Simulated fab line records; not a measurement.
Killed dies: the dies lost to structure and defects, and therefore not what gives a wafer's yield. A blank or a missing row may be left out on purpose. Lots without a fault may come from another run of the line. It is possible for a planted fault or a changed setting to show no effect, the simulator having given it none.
Chamber matching | flow gf180mcu | cmp-02 running GF_V4_CMP_04: 4 sister chambers
The step polishes SiO2. 4 wafers are shown with their chamber, then 8 later ones without.

== WAFERS, EACH WITH ITS CHAMBER ==
wafer  | chamber | motor current A (A)
L531.2 | 2       | 10.2
L532.1 | 0       | 11.0
L532.4 | 3       | 11.7
L540.3 | 1       | 12.6

== WAFERS MISSING THEIR CHAMBER ==
wafer  | motor current A (A)
L540.4 | 10.5
L540.5 | 12.9
L541.3 | 10.2
L541.5 | 11.0
L541.6 | 12.2
L546.1 | 12.1
L546.2 | 10.6
L546.4 | 12.2

== CHAMBER TAKEN BY EACH ==
wafer  | from the rows above     | in truth
L540.4 | can't be placed: 2 or 0 | 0
L540.5 | 1                       | 1
L541.3 | 2                       | 2
L541.5 | 0                       | 0
L541.6 | can't be placed: 1 or 3 | 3
L546.1 | can't be placed: 3 or 1 | 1
L546.2 | can't be placed: 0 or 2 | 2
L546.4 | can't be placed: 1 or 3 | 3
Correctly placed: 3 of 8. Can't be placed from these rows: 5 (the true chamber is among the candidates in 5). Number placed wrongly: 0.
How it was worked out, from the rows above alone: a wafer's distance from a chamber is the root of the sum, over the readings, of the square of ((its reading less the chamber's mean) divided by the reading's scatter). If the next closest chamber is less than 2 further off than the closest, the wafer can't be placed; otherwise it belongs to the closest. The mean given for a chamber averages the wafers shown for that chamber. The scatter: with one shown wafer a chamber, the root of the mean of the squares of how far each hidden wafer lies from its nearest shown one.
